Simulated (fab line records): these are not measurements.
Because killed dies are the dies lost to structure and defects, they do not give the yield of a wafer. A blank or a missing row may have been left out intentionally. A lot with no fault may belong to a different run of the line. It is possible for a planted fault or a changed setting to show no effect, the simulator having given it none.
Split-lot study | flow gf180mcu | 5 lots, 23 wafers read, on a route of 602 steps

## THE SPLIT ITSELF
At GF_V1_COAT_09 (resist thk 1000 nm), the setting resistThkNm was moved away from the recipe's 1000 nm on 11 of the 23 wafers read, by -3.4% to +5.0%. The other wafers ran this setting at the recipe's value.

## FROM THE SPLIT TO THE READING: what the file shows between them, 5 steps
- GF_V1_SOFTBAKE_10: time 60 s (also split here: tempC)
- GF_V1_EXPOSE_11: exposes mask Via1, target cd 260 nm
- GF_V1_PEB_12: peb time 90 s
- GF_V1_ETCH_16: etches BARC in N2/H2
- GF_V1_ETCH_17: etches SiO2 in C4F8/O2/Ar, stops on TiN, target depth 630 nm

## THE READING
oesProductAu, in a.u., at GF_V1_STRIP_18 (strips in O2/N2). Fault-free wafers of this fab line usually give 0.593 a.u., standard deviation 0.0048 a.u.

wafer  | tool, chamber at the split | resistThkNm as run, nm | against the recipe | oesProductAu, a.u. | against lot-mates on the recipe
L074.1 | lithoTrack-04, 0           | 1050                   | +5.0%              | 0.611              | +0.022
L074.3 | lithoTrack-04, 0           | 1050                   | +5.0%              | 0.610              | +0.021
L074.4 | lithoTrack-04, 0           | 1000                   | recipe             | 0.588              | -
L074.5 | lithoTrack-04, 0           | 1050                   | +5.0%              | 0.612              | +0.023
L074.6 | lithoTrack-04, 0           | 1000                   | recipe             | 0.590              | -
L076.1 | lithoTrack-02, 0           | 1000                   | recipe             | 0.597              | -
L076.4 | lithoTrack-02, 0           | 1000                   | recipe             | 0.598              | -
L076.5 | lithoTrack-02, 0           | 1000                   | recipe             | 0.592              | -
L080.1 | lithoTrack-03, 0           | 1032                   | +3.2%              | 0.595              | +0.002
L080.2 | lithoTrack-03, 0           | 1000                   | recipe             | 0.595              | -
L080.4 | lithoTrack-03, 0           | 1000                   | recipe             | 0.590              | -
L080.5 | lithoTrack-03, 0           | 1032                   | +3.2%              | 0.601              | +0.008
L080.6 | lithoTrack-03, 0           | 1032                   | +3.2%              | 0.607              | +0.014
L083.1 | lithoTrack-02, 0           | 966.4                  | -3.4%              | 0.574              | -0.017
L083.2 | lithoTrack-02, 0           | 1000                   | recipe             | 0.592              | -
L083.3 | lithoTrack-02, 0           | 1000                   | recipe             | 0.591              | -
L083.4 | lithoTrack-02, 0           | 966.4                  | -3.4%              | 0.577              | -0.014
L083.6 | lithoTrack-02, 0           | 966.4                  | -3.4%              | 0.578              | -0.013
L085.1 | lithoTrack-03, 0           | 1020                   | +2.0%              | 0.598              | +0.005
L085.2 | lithoTrack-03, 0           | 1000                   | recipe             | 0.590              | -
L085.4 | lithoTrack-03, 0           | 1000                   | recipe             | 0.597              | -
L085.5 | lithoTrack-03, 0           | 1000                   | recipe             | 0.593              | -
L085.6 | lithoTrack-03, 0           | 1020                   | +2.0%              | 0.593              | +0.000

FIT RESULTS
A straight line over all 23 wafers: oesProductAu changes by +0.00377 a.u. for each +1% of resistThkNm; r = +0.93; the points scatter about the line by 0.0038 a.u.
The same after taking each lot's own level away (the mean of its wafers on the recipe; 23 wafers): +0.00401 a.u. for each +1%; r = +0.94; scatter 0.0036 a.u.
According to that fit, moving resistThkNm by its largest amount changes the reading by 0.02 a.u.
The lots' own levels span 0.5890 to 0.5957 a.u., that is 1.4 times the standard deviation above.
So the lot-to-lot level changes the slope little: the two slopes agree.
Check: for one of the wafers moved furthest among these (+5.0%), held out of the fit, the line's prediction against its lot-mates is +0.0184 a.u. Against them it came out at +0.022 a.u.

## ADDITIONAL SPLITS CARRIED BY THESE WAFERS
Note: prior to the reading, these wafers also went through further splits. Each is held against what the fit with the lots' levels taken away leaves over:
other split on the same wafers | wafers away from the commonest value | r with oesProductAu (lot level and that fit taken away)
GF_V1_SOFTBAKE_10 tempC        | 3                                    | +0.18

## THE WHOLE CHAIN: every reading that the file lists as answering this split, in the file's order
step           | what it does       | reading                                                                  | change (the file's fit)                   | r (the file's)
GF_V1_COAT_09  | resist thk 1000 nm | KrF_of_V1_COAT_09.thkNm (the simulator's own value, which no gauge read) | +10.3 nm for each +1% of the setting      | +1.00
GF_V1_STRIP_18 | strips in O2/N2    | oesProductAu                                                             | +0.00376 a.u. for each +1% of the setting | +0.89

## THE FILE'S OWN FIT
oesProductAu changes by +0.00376 a.u. for each +1% of resistThkNm, r = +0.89.
